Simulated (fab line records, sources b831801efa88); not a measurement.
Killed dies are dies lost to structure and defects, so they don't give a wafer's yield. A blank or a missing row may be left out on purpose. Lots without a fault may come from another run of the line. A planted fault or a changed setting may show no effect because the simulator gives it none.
Chamber matching | flow sky130 | SKY_LI_CONTACT_ETCH_15 on rie_diel-01: 4 sister chambers
The step etches PSG in C4F8/O2/Ar, stops on Si, target depth 600 nm. 8 wafers are shown with their chamber, then 9 later ones without.

WAFERS WITH THEIR CHAMBER
wafer  | chamber | oes_product_au (a.u.) | chamber_pressure_mTorr (mTorr)
L077.5 | 0       | 0.829                 | 39.99
L082.4 | 1       | 0.842                 | 40.00
L083.5 | 3       | 0.844                 | 39.95
L089.3 | 0       | 0.836                 | 39.97
L089.5 | 3       | 0.835                 | 40.04
L090.1 | 1       | 0.833                 | 40.00
L090.2 | 2       | 0.837                 | 40.01
L090.6 | 2       | 0.840                 | 39.98

WAFERS WITHOUT THEIR CHAMBER
wafer  | oes_product_au (a.u.) | chamber_pressure_mTorr (mTorr)
L092.1 | 0.838                 | 39.99
L092.4 | 0.833                 | 39.95
L092.5 | 0.837                 | 40.00
L094.2 | 0.830                 | 39.97
L094.3 | 0.839                 | 39.90
L094.5 | 0.840                 | 39.96
L096.1 | 0.831                 | 39.97
L096.4 | 0.847                 | 40.03
L096.6 | 0.838                 | 40.03

WHICH CHAMBER EACH WENT THROUGH
wafer  | from the rows above               | in truth
L092.1 | can't be placed: 2 or 1 or 3 or 0 | 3
L092.4 | can't be placed: 0 or 2 or 1 or 3 | 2
L092.5 | can't be placed: 1 or 2 or 3 or 0 | 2
L094.2 | can't be placed: 0 or 1 or 2 or 3 | 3
L094.3 | can't be placed: 0 or 2 or 3 or 1 | 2
L094.5 | can't be placed: 3 or 2 or 1 or 0 | 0
L096.1 | can't be placed: 0 or 1 or 2 or 3 | 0
L096.4 | can't be placed: 3 or 2 or 1 or 0 | 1
L096.6 | can't be placed: 1 or 2 or 3 or 0 | 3
Placed correctly: 0 of 9. Can't be placed from these rows: 9 (the true chamber is among the candidates in 9). Placed wrongly: 0.
How it was worked out, from the rows above alone: a wafer's distance from a chamber is the root of the sum, over the readings, of the square of ((its reading less the chamber's mean) divided by the reading's scatter). The wafer belongs to the nearest chamber; if the next one is less than 2 further off, it can't be placed. A chamber's mean is the mean of its shown wafers. The scatter: the root of (the sum of the squares of (reading less its chamber's mean) over the shown wafers, divided by (wafers less chambers)).
